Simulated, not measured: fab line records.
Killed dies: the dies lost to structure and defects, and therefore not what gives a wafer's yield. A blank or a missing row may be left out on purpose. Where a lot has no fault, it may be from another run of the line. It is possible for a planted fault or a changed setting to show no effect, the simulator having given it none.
Which tool was responsible? || flow gf180mcu || 24 lots with 72 wafers sampled at 5 steps, on a route of 602 steps

WHAT EACH GAUGE READ, for each wafer
GF_HV_LDD_CD_MEAS_46 targets a cd of 400 nm.
{"lot": "L074", "measured": "day 12 14:55", "on": "cd_sem-02", "cd_nm (nm)": "399.2 397.4 398.7"}
{"lot": "L075", "measured": "day 12 16:45", "on": "cd_sem-02", "cd_nm (nm)": "402.0 400.7 400.9"}
{"lot": "L076", "measured": "day 12 22:07", "on": "cd_sem-02", "cd_nm (nm)": "400.8 400.8 400.4"}
{"lot": "L077", "measured": "day 13 04:53", "on": "cd_sem-02", "cd_nm (nm)": "401.1 399.3 399.4"}
{"lot": "L078", "measured": "day 13 17:02", "on": "cd_sem-01", "cd_nm (nm)": "402.9 402.7 403.0"}
{"lot": "L079", "measured": "day 13 21:47", "on": "cd_sem-02", "cd_nm (nm)": "396.8 399.4 395.7"}
{"lot": "L080", "measured": "day 14 14:08", "on": "cd_sem-01", "cd_nm (nm)": "404.9 403.9 404.0"}
{"lot": "L081", "measured": "day 14 23:59", "on": "cd_sem-01", "cd_nm (nm)": "400.3 399.6 398.6"}
{"lot": "L082", "measured": "day 15 06:58", "on": "cd_sem-02", "cd_nm (nm)": "400.8 399.8 401.2"}
{"lot": "L083", "measured": "day 15 11:16", "on": "cd_sem-02", "cd_nm (nm)": "398.9 397.1 399.5"}
{"lot": "L084", "measured": "day 16 03:23", "on": "cd_sem-01", "cd_nm (nm)": "399.7 398.0 400.6"}
{"lot": "L085", "measured": "day 16 09:14", "on": "cd_sem-01", "cd_nm (nm)": "397.3 397.9 399.0"}
{"lot": "L086", "measured": "day 16 11:35", "on": "cd_sem-02", "cd_nm (nm)": "401.5 401.3 400.2"}
{"lot": "L087", "measured": "day 16 17:00", "on": "cd_sem-02", "cd_nm (nm)": "397.1 397.1 398.9"}
{"lot": "L088", "measured": "day 17 07:07", "on": "cd_sem-02", "cd_nm (nm)": "400.4 403.1 402.6"}
{"lot": "L089", "measured": "day 17 20:53", "on": "cd_sem-01", "cd_nm (nm)": "401.8 400.8 399.8"}
{"lot": "L091", "measured": "day 18 08:10", "on": "cd_sem-02", "cd_nm (nm)": "396.6 401.7 400.6"}
{"lot": "L090", "measured": "day 18 08:23", "on": "cd_sem-01", "cd_nm (nm)": "402.0 399.9 399.2"}
{"lot": "L092", "measured": "day 18 12:03", "on": "cd_sem-02", "cd_nm (nm)": "398.3 398.7 403.1"}
{"lot": "L093", "measured": "day 18 22:44", "on": "cd_sem-01", "cd_nm (nm)": "404.5 405.7 404.7"}
{"lot": "L094", "measured": "day 18 23:10", "on": "cd_sem-01", "cd_nm (nm)": "401.1 402.8 401.4"}
{"lot": "L095", "measured": "day 19 15:05", "on": "cd_sem-01", "cd_nm (nm)": "399.7 397.0 398.9"}
{"lot": "L096", "measured": "day 19 23:04", "on": "cd_sem-02", "cd_nm (nm)": "399.6 401.6 400.3"}
{"lot": "L097", "measured": "day 20 00:26", "on": "cd_sem-01", "cd_nm (nm)": "396.8 396.0 395.3"}

GF_V4_BOW_MEAS_05.
{"lot": "L074", "measured": "day 23 19:19", "on": "film_metro-03", "V4_BOW (um)": "136 146 141"}
{"lot": "L075", "measured": "day 23 22:58", "on": "film_metro-01", "V4_BOW (um)": "128 131 127"}
{"lot": "L076", "measured": "day 24 00:42", "on": "film_metro-04", "V4_BOW (um)": "133 128 119"}
{"lot": "L077", "measured": "day 24 08:16", "on": "film_metro-04", "V4_BOW (um)": "131 135 139"}
{"lot": "L078", "measured": "day 24 22:28", "on": "film_metro-01", "V4_BOW (um)": "116 130 141"}
{"lot": "L079", "measured": "day 25 03:55", "on": "film_metro-03", "V4_BOW (um)": "139 146 153"}
{"lot": "L080", "measured": "day 25 19:39", "on": "film_metro-01", "V4_BOW (um)": "136 124 132"}
{"lot": "L081", "measured": "day 26 03:39", "on": "film_metro-01", "V4_BOW (um)": "134 133 149"}
{"lot": "L082", "measured": "day 26 11:56", "on": "film_metro-01", "V4_BOW (um)": "135 137 144"}
{"lot": "L083", "measured": "day 26 15:29", "on": "film_metro-01", "V4_BOW (um)": "134 120 139"}
{"lot": "L084", "measured": "day 27 07:11", "on": "film_metro-01", "V4_BOW (um)": "150 152 155"}
{"lot": "L085", "measured": "day 27 11:32", "on": "film_metro-04", "V4_BOW (um)": "142 141 137"}
{"lot": "L086", "measured": "day 27 15:02", "on": "film_metro-01", "V4_BOW (um)": "131 135 126"}
{"lot": "L087", "measured": "day 27 19:41", "on": "film_metro-03", "V4_BOW (um)": "135 139 153"}
{"lot": "L088", "measured": "day 28 07:46", "on": "film_metro-03", "V4_BOW (um)": "138 141 134"}
{"lot": "L089", "measured": "day 28 15:53", "on": "film_metro-03", "V4_BOW (um)": "146 137 147"}
{"lot": "L091", "measured": "day 29 04:02", "on": "film_metro-01", "V4_BOW (um)": "121 129 137"}
{"lot": "L090", "measured": "day 29 06:29", "on": "film_metro-01", "V4_BOW (um)": "141 130 151"}
{"lot": "L092", "measured": "day 29 07:17", "on": "film_metro-04", "V4_BOW (um)": "131 130 131"}
{"lot": "L093", "measured": "day 29 17:05", "on": "film_metro-01", "V4_BOW (um)": "127 123 127"}
{"lot": "L094", "measured": "day 29 17:24", "on": "film_metro-01", "V4_BOW (um)": "128 141 138"}
{"lot": "L095", "measured": "day 30 05:07", "on": "film_metro-01", "V4_BOW (um)": "135 138 123"}
{"lot": "L096", "measured": "day 30 10:32", "on": "film_metro-01", "V4_BOW (um)": "130 140 133"}
{"lot": "L097", "measured": "day 30 10:56", "on": "film_metro-04", "V4_BOW (um)": "136 139 125"}

GF_V4_RS_MEAS_24: measures by four-point-probe.
{"lot": "L074", "measured": "day 24 18:10", "on": "film_metro-04", "V4_W_RS (ohm/sq)": "0.327 0.324 0.327"}
{"lot": "L075", "measured": "day 24 22:21", "on": "film_metro-04", "V4_W_RS (ohm/sq)": "0.320 0.319 0.324"}
{"lot": "L076", "measured": "day 25 00:07", "on": "film_metro-01", "V4_W_RS (ohm/sq)": "0.326 0.322 0.328"}
{"lot": "L077", "measured": "day 25 07:01", "on": "film_metro-01", "V4_W_RS (ohm/sq)": "0.322 0.319 0.319"}
{"lot": "L078", "measured": "day 25 20:57", "on": "film_metro-03", "V4_W_RS (ohm/sq)": "0.324 0.331 0.323"}
{"lot": "L079", "measured": "day 26 01:57", "on": "film_metro-04", "V4_W_RS (ohm/sq)": "0.316 0.320 0.318"}
{"lot": "L080", "measured": "day 26 17:32", "on": "film_metro-03", "V4_W_RS (ohm/sq)": "0.333 0.330 0.334"}
{"lot": "L081", "measured": "day 27 01:04", "on": "film_metro-03", "V4_W_RS (ohm/sq)": "0.318 0.316 0.319"}
{"lot": "L082", "measured": "day 27 09:14", "on": "film_metro-01", "V4_W_RS (ohm/sq)": "0.321 0.324 0.323"}
{"lot": "L083", "measured": "day 27 12:20", "on": "film_metro-03", "V4_W_RS (ohm/sq)": "0.321 0.324 0.322"}
{"lot": "L084", "measured": "day 28 03:52", "on": "film_metro-03", "V4_W_RS (ohm/sq)": "0.323 0.324 0.325"}
{"lot": "L085", "measured": "day 28 08:32", "on": "film_metro-03", "V4_W_RS (ohm/sq)": "0.323 0.318 0.321"}
{"lot": "L086", "measured": "day 28 11:43", "on": "film_metro-04", "V4_W_RS (ohm/sq)": "0.324 0.332 0.321"}
{"lot": "L087", "measured": "day 28 16:19", "on": "film_metro-01", "V4_W_RS (ohm/sq)": "0.317 0.318 0.319"}
{"lot": "L088", "measured": "day 29 04:07", "on": "film_metro-04", "V4_W_RS (ohm/sq)": "0.320 0.322 0.323"}
{"lot": "L089", "measured": "day 29 12:07", "on": "film_metro-01", "V4_W_RS (ohm/sq)": "0.324 0.332 0.331"}
{"lot": "L091", "measured": "day 29 23:58", "on": "film_metro-04", "V4_W_RS (ohm/sq)": "0.321 0.321 0.325"}
{"lot": "L090", "measured": "day 30 02:45", "on": "film_metro-01", "V4_W_RS (ohm/sq)": "0.319 0.321 0.320"}
{"lot": "L092", "measured": "day 30 03:02", "on": "film_metro-01", "V4_W_RS (ohm/sq)": "0.334 0.326 0.335"}
{"lot": "L093", "measured": "day 30 12:07", "on": "film_metro-03", "V4_W_RS (ohm/sq)": "0.315 0.322 0.322"}
{"lot": "L094", "measured": "day 30 12:18", "on": "film_metro-03", "V4_W_RS (ohm/sq)": "0.327 0.334 0.335"}
{"lot": "L095", "measured": "day 31 00:00", "on": "film_metro-03", "V4_W_RS (ohm/sq)": "0.325 0.328 0.322"}
{"lot": "L096", "measured": "day 31 05:36", "on": "film_metro-04", "V4_W_RS (ohm/sq)": "0.321 0.320 0.322"}
{"lot": "L097", "measured": "day 31 05:51", "on": "film_metro-04", "V4_W_RS (ohm/sq)": "0.328 0.338 0.330"}

WHICH TOOL RAN EACH LOT (tool, then ch and the chambers of the sampled wafers, then the start)
{"lot": "L074", "GF_CONTACT_CVD_24": "cvd_w-02 ch 0,1, day 16 09:39", "GF_V3_CVD_02": "pecvd-03 ch 0,1,2, day 21 17:17"}
{"lot": "L075", "GF_CONTACT_CVD_24": "cvd_w-02 ch 0,1, day 16 14:15", "GF_V3_CVD_02": "pecvd-03 ch 0,1, day 21 21:17"}
{"lot": "L076", "GF_CONTACT_CVD_24": "cvd_w-02 ch 0,1, day 16 16:09", "GF_V3_CVD_02": "pecvd-04 ch 0,1,2, day 21 23:19"}
{"lot": "L077", "GF_CONTACT_CVD_24": "cvd_w-02 ch 0,1, day 17 00:16", "GF_V3_CVD_02": "pecvd-01 ch 0,1,2, day 22 07:11"}
{"lot": "L078", "GF_CONTACT_CVD_24": "cvd_w-01 ch 0,1, day 17 15:22", "GF_V3_CVD_02": "pecvd-04 ch 1,2, day 22 22:46"}
{"lot": "L079", "GF_CONTACT_CVD_24": "cvd_w-01 ch 0,1, day 17 22:06", "GF_V3_CVD_02": "pecvd-04 ch 0,1,2, day 23 04:56"}
{"lot": "L080", "GF_CONTACT_CVD_24": "cvd_w-02 ch 0,1, day 18 15:25", "GF_V3_CVD_02": "pecvd-04 ch 0,1,2, day 23 21:28"}
{"lot": "L081", "GF_CONTACT_CVD_24": "cvd_w-01 ch 0,1, day 19 01:24", "GF_V3_CVD_02": "pecvd-01 ch 0,2, day 24 06:32"}
{"lot": "L082", "GF_CONTACT_CVD_24": "cvd_w-02 ch 0,1, day 19 08:52", "GF_V3_CVD_02": "pecvd-01 ch 0,1,2, day 24 14:52"}
{"lot": "L083", "GF_CONTACT_CVD_24": "cvd_w-01 ch 0,1, day 19 13:01", "GF_V3_CVD_02": "pecvd-01 ch 0,1, day 24 17:44"}
{"lot": "L084", "GF_CONTACT_CVD_24": "cvd_w-01 ch 0,1, day 20 07:44", "GF_V3_CVD_02": "pecvd-01 ch 0,1,2, day 25 09:20"}
{"lot": "L085", "GF_CONTACT_CVD_24": "cvd_w-02 ch 0, day 20 13:58", "GF_V3_CVD_02": "pecvd-04 ch 0,1, day 25 15:29"}
{"lot": "L086", "GF_CONTACT_CVD_24": "cvd_w-01 ch 0,1, day 20 18:38", "GF_V3_CVD_02": "pecvd-03 ch 1,2, day 25 19:17"}
{"lot": "L087", "GF_CONTACT_CVD_24": "cvd_w-02 ch 0, day 20 22:32", "GF_V3_CVD_02": "pecvd-04 ch 0,1, day 25 23:44"}
{"lot": "L088", "GF_CONTACT_CVD_24": "cvd_w-01 ch 0,1, day 21 14:37", "GF_V3_CVD_02": "pecvd-01 ch 0,1,2, day 26 11:50"}
{"lot": "L089", "GF_CONTACT_CVD_24": "cvd_w-01 ch 0,1, day 22 02:03", "GF_V3_CVD_02": "pecvd-03 ch 0,1, day 26 20:44"}
{"lot": "L091", "GF_CONTACT_CVD_24": "cvd_w-01 ch 0,1, day 22 14:02", "GF_V3_CVD_02": "pecvd-03 ch 0,1, day 27 09:00"}
{"lot": "L090", "GF_CONTACT_CVD_24": "cvd_w-01 ch 0,1, day 22 17:35", "GF_V3_CVD_02": "pecvd-03 ch 0,1, day 27 11:07"}
{"lot": "L092", "GF_CONTACT_CVD_24": "cvd_w-02 ch 0,1, day 22 18:20", "GF_V3_CVD_02": "pecvd-04 ch 0,1,2, day 27 11:34"}
{"lot": "L093", "GF_CONTACT_CVD_24": "cvd_w-01 ch 0,1, day 23 05:27", "GF_V3_CVD_02": "pecvd-01 ch 0,2, day 27 21:47"}
{"lot": "L094", "GF_CONTACT_CVD_24": "cvd_w-02 ch 0,1, day 23 05:40", "GF_V3_CVD_02": "pecvd-03 ch 1,2, day 27 23:24"}
{"lot": "L095", "GF_CONTACT_CVD_24": "cvd_w-01 ch 0,1, day 23 19:39", "GF_V3_CVD_02": "pecvd-01 ch 0,1,2, day 28 10:32"}
{"lot": "L096", "GF_CONTACT_CVD_24": "cvd_w-01 ch 0,1, day 24 02:20", "GF_V3_CVD_02": "pecvd-04 ch 1,2, day 28 17:05"}
{"lot": "L097", "GF_CONTACT_CVD_24": "cvd_w-02 ch 0,1, day 24 03:34", "GF_V3_CVD_02": "pecvd-01 ch 1,2, day 28 17:24"}
- GF_CONTACT_CVD_24: deposits W, target thk 300 nm, time 90.339 s.
- GF_V3_CVD_02: deposits SiO2 from TEOS, target thk 850 nm, time 94.851 s.

AS READ BY THE TOOLS THEMSELVES (means over the sampled wafers that have a number; for cases with no such wafer, the mark the record gives instead)
GF_CONTACT_CVD_24.
{"lot": "L074", "tool": "cvd_w-02", "heater_power_w (W)": 871, "susceptor_temp_C (C)": 400.32}
{"lot": "L075", "tool": "cvd_w-02", "heater_power_w (W)": 863, "susceptor_temp_C (C)": 400.04}
{"lot": "L076", "tool": "cvd_w-02", "heater_power_w (W)": 936, "susceptor_temp_C (C)": 399.94}
{"lot": "L077", "tool": "cvd_w-02", "heater_power_w (W)": 950, "susceptor_temp_C (C)": 399.96}
{"lot": "L078", "tool": "cvd_w-01", "heater_power_w (W)": 880, "susceptor_temp_C (C)": 399.98}
{"lot": "L079", "tool": "cvd_w-01", "heater_power_w (W)": 912, "susceptor_temp_C (C)": 399.96}
{"lot": "L080", "tool": "cvd_w-02", "heater_power_w (W)": 901, "susceptor_temp_C (C)": 400.01}
{"lot": "L081", "tool": "cvd_w-01", "heater_power_w (W)": 928, "susceptor_temp_C (C)": 399.95}
{"lot": "L082", "tool": "cvd_w-02", "heater_power_w (W)": 852, "susceptor_temp_C (C)": 399.86}
{"lot": "L083", "tool": "cvd_w-01", "heater_power_w (W)": 881, "susceptor_temp_C (C)": 399.79}
{"lot": "L084", "tool": "cvd_w-01", "heater_power_w (W)": 876, "susceptor_temp_C (C)": 400.09}
{"lot": "L085", "tool": "cvd_w-02", "heater_power_w (W)": 800, "susceptor_temp_C (C)": 400.15}
{"lot": "L086", "tool": "cvd_w-01", "heater_power_w (W)": 879, "susceptor_temp_C (C)": 399.96}
{"lot": "L087", "tool": "cvd_w-02", "heater_power_w (W)": 801, "susceptor_temp_C (C)": 399.96}
{"lot": "L088", "tool": "cvd_w-01", "heater_power_w (W)": 881, "susceptor_temp_C (C)": 399.77}
{"lot": "L089", "tool": "cvd_w-01", "heater_power_w (W)": 878, "susceptor_temp_C (C)": 399.95}
{"lot": "L091", "tool": "cvd_w-01", "heater_power_w (W)": 930, "susceptor_temp_C (C)": 399.95}
{"lot": "L090", "tool": "cvd_w-01", "heater_power_w (W)": 948, "susceptor_temp_C (C)": 400.13}
{"lot": "L092", "tool": "cvd_w-02", "heater_power_w (W)": 858, "susceptor_temp_C (C)": 399.90}
{"lot": "L093", "tool": "cvd_w-01", "heater_power_w (W)": 887, "susceptor_temp_C (C)": 399.89}
{"lot": "L094", "tool": "cvd_w-02", "heater_power_w (W)": 887, "susceptor_temp_C (C)": 400.15}
{"lot": "L095", "tool": "cvd_w-01", "heater_power_w (W)": 886, "susceptor_temp_C (C)": 399.97}
{"lot": "L096", "tool": "cvd_w-01", "heater_power_w (W)": 891, "susceptor_temp_C (C)": 399.88}
{"lot": "L097", "tool": "cvd_w-02", "heater_power_w (W)": 856, "susceptor_temp_C (C)": 399.99}

GF_V3_CVD_02.
{"lot": "L074", "tool": "pecvd-03", "heater_power_w (W)": 672, "susceptor_temp_C (C)": 399.89}
{"lot": "L075", "tool": "pecvd-03", "heater_power_w (W)": 741, "susceptor_temp_C (C)": 399.97}
{"lot": "L076", "tool": "pecvd-04", "heater_power_w (W)": 624, "susceptor_temp_C (C)": 400.06}
{"lot": "L077", "tool": "pecvd-01", "heater_power_w (W)": 661, "susceptor_temp_C (C)": 400.05}
{"lot": "L078", "tool": "pecvd-04", "heater_power_w (W)": 653, "susceptor_temp_C (C)": 400.04}
{"lot": "L079", "tool": "pecvd-04", "heater_power_w (W)": 648, "susceptor_temp_C (C)": 400.05}
{"lot": "L080", "tool": "pecvd-04", "heater_power_w (W)": 671, "susceptor_temp_C (C)": 399.96}
{"lot": "L081", "tool": "pecvd-01", "heater_power_w (W)": 718, "susceptor_temp_C (C)": 399.96}
{"lot": "L082", "tool": "pecvd-01", "heater_power_w (W)": 664, "susceptor_temp_C (C)": 399.89}
{"lot": "L083", "tool": "pecvd-01", "heater_power_w (W)": 663, "susceptor_temp_C (C)": 400.15}
{"lot": "L084", "tool": "pecvd-01", "heater_power_w (W)": 647, "susceptor_temp_C (C)": 399.80}
{"lot": "L085", "tool": "pecvd-04", "heater_power_w (W)": 631, "susceptor_temp_C (C)": 399.97}
{"lot": "L086", "tool": "pecvd-03", "heater_power_w (W)": 565, "susceptor_temp_C (C)": 400.10}
{"lot": "L087", "tool": "pecvd-04", "heater_power_w (W)": 651, "susceptor_temp_C (C)": 400.25}
{"lot": "L088", "tool": "pecvd-01", "heater_power_w (W)": 627, "susceptor_temp_C (C)": 399.95}
{"lot": "L089", "tool": "pecvd-03", "heater_power_w (W)": 756, "susceptor_temp_C (C)": 400.02}
{"lot": "L091", "tool": "pecvd-03", "heater_power_w (W)": 837, "susceptor_temp_C (C)": 400.22}
{"lot": "L090", "tool": "pecvd-03", "heater_power_w (W)": 712, "susceptor_temp_C (C)": 400.10}
{"lot": "L092", "tool": "pecvd-04", "heater_power_w (W)": 656, "susceptor_temp_C (C)": 399.97}
{"lot": "L093", "tool": "pecvd-01", "heater_power_w (W)": 668, "susceptor_temp_C (C)": 400.19}
{"lot": "L094", "tool": "pecvd-03", "heater_power_w (W)": 622, "susceptor_temp_C (C)": 399.75}
{"lot": "L095", "tool": "pecvd-01", "heater_power_w (W)": 707, "susceptor_temp_C (C)": 400.05}
{"lot": "L096", "tool": "pecvd-04", "heater_power_w (W)": 591, "susceptor_temp_C (C)": 400.34}
{"lot": "L097", "tool": "pecvd-01", "heater_power_w (W)": 698, "susceptor_temp_C (C)": 400.20}

THE ANSWER, worked out from the rows above alone
Rule: the lots themselves supply what counts as usual. The widest of any qualifying gaps counts: lots, ordered by their means at a reading, are off when they make up no more than a third of the lots, leave a main group of 4 or more, and stand apart from it by 3 or more times the standard deviation of that group's means. The tables above print the reading to a certain number of digits; a main group whose means all agree to those digits is not used. Also off: a lot with no number at a reading for which 4 or more lots have one. Where the step has rows for the other lots, those lots are counted as sound. First the gauges in route order, then the tools' own readings, where a lot's mean is used as printed above. At the first step where some lot is off, the reading lying furthest off is the one used; lots without a number count as furthest.
Across all readings shown, no lot is off: no conclusion can be drawn from this.

WHAT THE SIMULATOR HAD INSERTED
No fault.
